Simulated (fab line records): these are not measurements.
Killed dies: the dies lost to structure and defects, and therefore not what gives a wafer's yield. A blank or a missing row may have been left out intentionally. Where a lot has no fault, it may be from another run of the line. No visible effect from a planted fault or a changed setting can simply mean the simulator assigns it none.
Matching of chambers || flow gf180mcu || cmp-01 running GF_V4_CMP_04: 4 sister chambers
The step polishes SiO2. 16 wafers are shown with their chamber, then 8 later ones without.

WAFERS PAIRED WITH THEIR CHAMBERS
{"wafer": "L775.4", "chamber": 3, "motor-current-A (A)": 14.3, "time-to-endpoint-s (s)": 89}
{"wafer": "L775.5", "chamber": 0, "motor-current-A (A)": 10.3, "time-to-endpoint-s (s)": 84}
{"wafer": "L775.6", "chamber": 1, "motor-current-A (A)": 11.0, "time-to-endpoint-s (s)": 88}
{"wafer": "L776.1", "chamber": 2, "motor-current-A (A)": 12.6, "time-to-endpoint-s (s)": 80}
{"wafer": "L776.2", "chamber": 3, "motor-current-A (A)": 13.3, "time-to-endpoint-s (s)": 81}
{"wafer": "L776.4", "chamber": 0, "motor-current-A (A)": 10.4, "time-to-endpoint-s (s)": 81}
{"wafer": "L780.1", "chamber": 3, "motor-current-A (A)": 14.9, "time-to-endpoint-s (s)": 74}
{"wafer": "L780.2", "chamber": 2, "motor-current-A (A)": 12.3, "time-to-endpoint-s (s)": 76}
{"wafer": "L780.3", "chamber": 1, "motor-current-A (A)": 12.2, "time-to-endpoint-s (s)": 77}
{"wafer": "L782.1", "chamber": 1, "motor-current-A (A)": 11.8, "time-to-endpoint-s (s)": 77}
{"wafer": "L782.2", "chamber": 2, "motor-current-A (A)": 12.1, "time-to-endpoint-s (s)": 76}
{"wafer": "L782.4", "chamber": 0, "motor-current-A (A)": 10.0, "time-to-endpoint-s (s)": 85}
{"wafer": "L786.2", "chamber": 0, "motor-current-A (A)": 10.8, "time-to-endpoint-s (s)": 81}
{"wafer": "L786.5", "chamber": 0, "motor-current-A (A)": 9.9, "time-to-endpoint-s (s)": 80}
{"wafer": "L786.6", "chamber": 3, "motor-current-A (A)": 13.7, "time-to-endpoint-s (s)": 80}
{"wafer": "L795.3", "chamber": 3, "motor-current-A (A)": 14.0, "time-to-endpoint-s (s)": 82}

SIGNATURES (means of the wafers above)
{"reading": "motor-current-A", "chamber 0": 10.280, "chamber 1": 11.667, "chamber 2": 12.333, "chamber 3": 14.040, "scatter within a chamber": 0.488}
{"reading": "time-to-endpoint-s", "chamber 0": 82.20, "chamber 1": 80.67, "chamber 2": 77.33, "chamber 3": 81.20, "scatter within a chamber": 4.33}
Rule: distance of a wafer from a chamber = root of the sum over the readings of ((wafer's reading minus chamber's mean) / reading's scatter) squared. The wafer belongs to the nearest chamber; if the next one is less than 2 further off, it can't be placed. The scatter is the square root of a quotient: the sum, over the shown wafers, of each reading's squared deviation from its chamber's mean, divided by wafers minus chambers.

WAFERS WITH NO CHAMBER GIVEN
{"wafer": "L795.4", "motor-current-A (A)": 10.5, "time-to-endpoint-s (s)": 83}
{"wafer": "L795.5", "motor-current-A (A)": 13.0, "time-to-endpoint-s (s)": 88}
{"wafer": "L796.1", "motor-current-A (A)": 12.0, "time-to-endpoint-s (s)": 79}
{"wafer": "L796.4", "motor-current-A (A)": 12.1, "time-to-endpoint-s (s)": 84}
{"wafer": "L796.5", "motor-current-A (A)": 12.9, "time-to-endpoint-s (s)": 88}
{"wafer": "L798.2", "motor-current-A (A)": 12.0, "time-to-endpoint-s (s)": 83}
{"wafer": "L798.5", "motor-current-A (A)": 14.8, "time-to-endpoint-s (s)": 82}
{"wafer": "L798.6", "motor-current-A (A)": 10.3, "time-to-endpoint-s (s)": 84}

WHICH CHAMBER EACH ONE RAN IN
{"wafer": "L795.4", "from the rows above": "can't be placed: 0 or 1", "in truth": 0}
{"wafer": "L795.5", "from the rows above": "can't be placed: 3 or 2 or 1", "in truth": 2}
{"wafer": "L796.1", "from the rows above": "can't be placed: 1 or 2", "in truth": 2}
{"wafer": "L796.4", "from the rows above": "can't be placed: 1 or 2", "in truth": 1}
{"wafer": "L796.5", "from the rows above": "can't be placed: 2 or 3 or 1", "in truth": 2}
{"wafer": "L798.2", "from the rows above": "can't be placed: 1 or 2", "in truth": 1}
{"wafer": "L798.5", "from the rows above": 3, "in truth": 3}
{"wafer": "L798.6", "from the rows above": 0, "in truth": 0}
2 of 8 placed correctly. Cannot be placed on the basis of these rows: 6; the candidates contain the true chamber in 6. Number placed wrongly: 0.
